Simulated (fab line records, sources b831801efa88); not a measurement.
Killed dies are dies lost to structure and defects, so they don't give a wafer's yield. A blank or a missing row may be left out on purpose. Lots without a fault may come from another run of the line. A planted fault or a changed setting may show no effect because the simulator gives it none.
Chamber matching | flow gf180mcu | GF_V4_CVD_00 on hdpcvd-02: 3 sister chambers
The step deposits SiO2, target thk 600 nm, time 100 s. 19 wafers are shown with their chamber, then 9 later ones without.

WAFERS WITH THEIR CHAMBER
wafer  | chamber | sih4_flow_sccm (sccm)
L303.3 | 1       | 60.02
L303.5 | 2       | 60.02
L303.6 | 0       | 59.86
L304.1 | 2       | 60.15
L304.2 | 0       | 60.02
L304.6 | 2       | 60.13
L305.1 | 0       | 60.22
L305.2 | 2       | 60.06
L305.6 | 1       | 59.91
L306.1 | 2       | 59.83
L306.2 | 0       | 59.89
L306.5 | 0       | 60.01
L308.2 | 0       | 59.92
L308.3 | 2       | 60.09
L308.4 | 1       | 59.83
L310.2 | 0       | 60.28
L310.3 | 2       | 60.20
L310.5 | 0       | 60.31
L314.3 | 2       | 60.05

SIGNATURES (means of the wafers above)
reading        | chamber 0 | chamber 1 | chamber 2 | scatter within a chamber
sih4_flow_sccm | 60.0637   | 59.9200   | 60.0663   | 0.145
Rule: a wafer's distance from a chamber is the root of the sum, over the readings, of the square of ((its reading less the chamber's mean) divided by the reading's scatter). The wafer belongs to the nearest chamber; if the next one is less than 2 further off, it can't be placed. The scatter: the root of (the sum of the squares of (reading less its chamber's mean) over the shown wafers, divided by (wafers less chambers)).

WAFERS WITHOUT THEIR CHAMBER
wafer  | sih4_flow_sccm (sccm)
L314.4 | 60.01
L314.5 | 59.95
L315.2 | 60.29
L315.3 | 59.85
L315.5 | 59.94
L322.3 | 60.22
L322.6 | 60.14
L323.3 | 60.03
L323.6 | 60.22

WHICH CHAMBER EACH WENT THROUGH
wafer  | from the rows above          | in truth
L314.4 | can't be placed: 0 or 2 or 1 | 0
L314.5 | can't be placed: 1 or 0 or 2 | 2
L315.2 | can't be placed: 2 or 0 or 1 | 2
L315.3 | can't be placed: 1 or 0 or 2 | 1
L315.5 | can't be placed: 1 or 0 or 2 | 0
L322.3 | can't be placed: 2 or 0 or 1 | 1
L322.6 | can't be placed: 2 or 0 or 1 | 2
L323.3 | can't be placed: 0 or 2 or 1 | 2
L323.6 | can't be placed: 2 or 0 or 1 | 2
Placed correctly: 0 of 9. Can't be placed from these rows: 9 (the true chamber is among the candidates in 9). Placed wrongly: 0.
